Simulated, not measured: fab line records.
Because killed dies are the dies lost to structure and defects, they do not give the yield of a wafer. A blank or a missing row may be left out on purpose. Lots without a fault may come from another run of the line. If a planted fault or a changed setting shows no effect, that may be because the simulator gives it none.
A lot that was struck, set against a sound lot || flow sky130 || 30 out of 708 route steps
Sound: the wafers L762.2, L762.5, L762.6. The struck wafers were L770.2, L770.4, L770.6. At the end, the cause is stated.
Per side, at each step with rows, come the tool, then ch with its chambers, and then its first start. Under that, the readings that differ: sound wafers || struck wafers || difference of the means || sigmas: that difference in standard deviations of wafers without a fault.
alike: readings with means less than 2 such deviations apart, plus words and numbers identical on both sides. not compared: withheld readings, readings lacking a value on some wafer, bounds such as >300 that could conceal the same value, and numbers that have no deviation in the record and whose values overlap.
The two part at a step that has a row with sigmas, a row that says differs or no value, or rows on one side only. Numbers that don't overlap but have no deviation are shown without sigmas and don't part them. Lack of a reading on every wafer of one side parts them only where that side has two or more wafers.

SKY_FIELD_ISO_BOW_MEAS_00:
  sound on filmMetro-01 at day 1 15:01; struck on filmMetro-01 at day 3 07:01
  alike: INCOMING_BOW
then, 1 step without rows for these wafers: SKY_FIELD_ISO_OXIDATION_01 (stabilise 600 s, purge 300 s, target thk 12 nm).
SKY_FIELD_ISO_THK_MEAS_02:
  sound on filmMetro-02 at day 1 16:40; struck on filmMetro-01 at day 3 08:38
  alike: FIELD_ISO_OXIDATION_00_THK
SKY_FIELD_ISO_CVD_03: deposits Si3N4 from DCS/NH3, target thk 165 nm, time 2830 s.
  sound on lpcvd-02 ch 1, day 1 17:34; struck on lpcvd-02 ch 1, day 3 08:41
  no value came back on the struck wafers for pressureMtorr (mTorr), spikeTcBottomC (C); on the sound wafers pressureMtorr (mTorr) reads 249.8 250.7 250.0
then, 8 steps without rows for these wafers: SKY_FIELD_ISO_DEHYDRATE_05 (time 60 s); SKY_FIELD_ISO_HMDS_06 (prime time 60 s); SKY_FIELD_ISO_COAT_07 (resist thk 60 nm); SKY_FIELD_ISO_COAT_08 (resist thk 450 nm); SKY_FIELD_ISO_SOFTBAKE_09 (time 90 s); SKY_FIELD_ISO_EXPOSE_10 (exposes mask FOM, target cd 150 nm); SKY_FIELD_ISO_PEB_11; SKY_FIELD_ISO_DEVELOP_12 (develop time 60 s).
SKY_FIELD_ISO_CD_MEAS_13: the cd target is 150 nm.
  sound on cdSem-02 at day 2 10:17; struck on cdSem-02 at day 4 03:21
  alike: cdNm
SKY_FIELD_ISO_ETCH_14: etches BARC in N2/H2, stops on SiO2, time 45.9 s, target depth 60 nm.
  sound on rieDiel-01 ch 0,3, day 2 10:23; struck on rieDiel-04 ch 0,1, day 4 03:27
  alike: drypumpMotorCurrentA, n2FlowSccm, oesProductAu, throttleValvePct
  not compared: rfHoursCounterH
SKY_FIELD_ISO_ETCH_15: etches the open film in CHF3/O2, stops on Si, target depth 180 nm, time 72 s.
  sound on rieDiel-01 ch 0,3, day 2 10:26; struck on rieDiel-04 ch 0,1, day 4 03:29
{"reading": "oesProductAu (a.u.)", "sound": "0.943 0.946 0.951", "struck": "0.976 0.994 1.005", "difference": "+0.045", "sigmas": "+6"}
{"reading": "model.etch.depthNm (nm)", "sound": "164.6 164.1 165.1", "struck": "179.3 180 180", "difference": "+15.2", "sigmas": ""}
  alike: drypumpMotorCurrentA, throttleValvePct
  not compared: rfHoursCounterH
SKY_FIELD_ISO_STRIP_16: strips in O2/N2.
  sound on plasmaAsher-02 ch 0,1, day 2 10:29; struck on plasmaAsher-03 ch 0,1, day 4 03:33
  alike: drypumpMotorCurrentA, n2FlowSccm, oesProductAu, stripTimeToEndpointS
  not compared: rfHoursCounterH
SKY_FIELD_ISO_ETCH_17: etches Si in HBr/Cl2/O2, target depth 342 nm, time 97.7 s.
  sound on rieSi-01 ch 0,3, day 2 10:35; struck on rieSi-02 ch 0,1,3, day 4 03:39
  alike: HBr_flow_sccm, drypumpMotorCurrentA, heBacksideLeakSccm, oesProductAu, throttleValvePct
  not compared: rfHoursCounterH
then, 4 steps without rows for these wafers: SKY_FIELD_ISO_WET_ETCH_18 (etches Si3N4 in H3PO4, target depth 25 nm, time 286 s); SKY_FIELD_ISO_CLEAN_19 (cleans in SC1/SC2, time 150 s); SKY_FIELD_ISO_CLEAN_20 (cleans in dHF, time 20 s); SKY_FIELD_ISO_WET_ETCH_21 (etches SiO2 in dHF, target depth 20 nm, time 400 s).
SKY_FIELD_ISO_OXIDATION_22: stabilise 600 s, purge 300 s, target thk 10 nm.
  sound on furnace-02 ch 0, day 2 12:46; struck on furnace-02 ch 0, day 4 04:38
{"reading": "model.SiO2_of_FIELD_ISO_OXIDATION_01.thkNm (nm)", "sound": "11.94 12 12", "struck": "10.12 10.29 10.24", "difference": -1.76, "sigmas": ""}
SKY_FIELD_ISO_THK_MEAS_23:
  sound on filmMetro-03 at day 2 13:59; struck on filmMetro-02 at day 4 05:49
{"reading": "FIELD_ISO_OXIDATION_01_THK (nm)", "sound": "10.01 9.85 10.00", "struck": "- - -", "difference": "no value on the struck wafers", "sigmas": ""}
then, 2 steps without rows for these wafers: SKY_FIELD_ISO_CVD_24 (deposits SiO2, target thk 595 nm, time 99.2 s); SKY_FIELD_ISO_ANNEAL_26 (time 1800 s).
SKY_FIELD_ISO_CMP_27: polishes, stops on Si3N4, t overpolish 16 s, target thk 457.8 nm.
  sound on cmp-02 ch 0,2,3, day 2 16:53; struck on cmp-01 ch 2,3, day 4 07:30
  alike: motorCurrentA
then, 1 step without rows for these wafers: SKY_FIELD_ISO_WET_ETCH_28 (etches SiO2 in dHF, target depth 23.7 nm, time 47 s).
SKY_FIELD_ISO_WET_ETCH_29: etches Si3N4 in H3PO4, target depth 160 nm, time 1825 s.
  sound on wetBench-01 ch 0, day 2 17:06; struck on wetBench-02 ch 2, day 4 07:49
{"reading": "model.SiO2_of_FIELD_ISO_OXIDATION_01.thkNm (nm)", "sound": "11.63 11.68 11.69", "struck": "9.794 9.967 9.915", "difference": -1.775, "sigmas": ""}
then, 1 step without rows for these wafers: SKY_FIELD_ISO_WET_ETCH_30 (etches SiO2 in dHF, target depth 25 nm, time 50 s).
-- record jumps: 44 days separate the struck wafers' starts on either side; left off in module FIELD_ISO, taken up again in module PAD_OPEN, whose first shown step is the route's number 708 --
SKY_PAD_OPEN_PROBE_99:
  record: rows for the struck wafers here (prober-02, day 48 03:34), none for the sound ones

== WHERE THEY PART ==
Last at SKY_PAD_OPEN_PROBE_99 as far as this record goes, first at SKY_FIELD_ISO_CVD_03.

WHY: what had been put in by the simulator
Skipped step whole: lpcvd-02, from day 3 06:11 on, at SKY_FIELD_ISO_CVD_03. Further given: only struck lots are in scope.
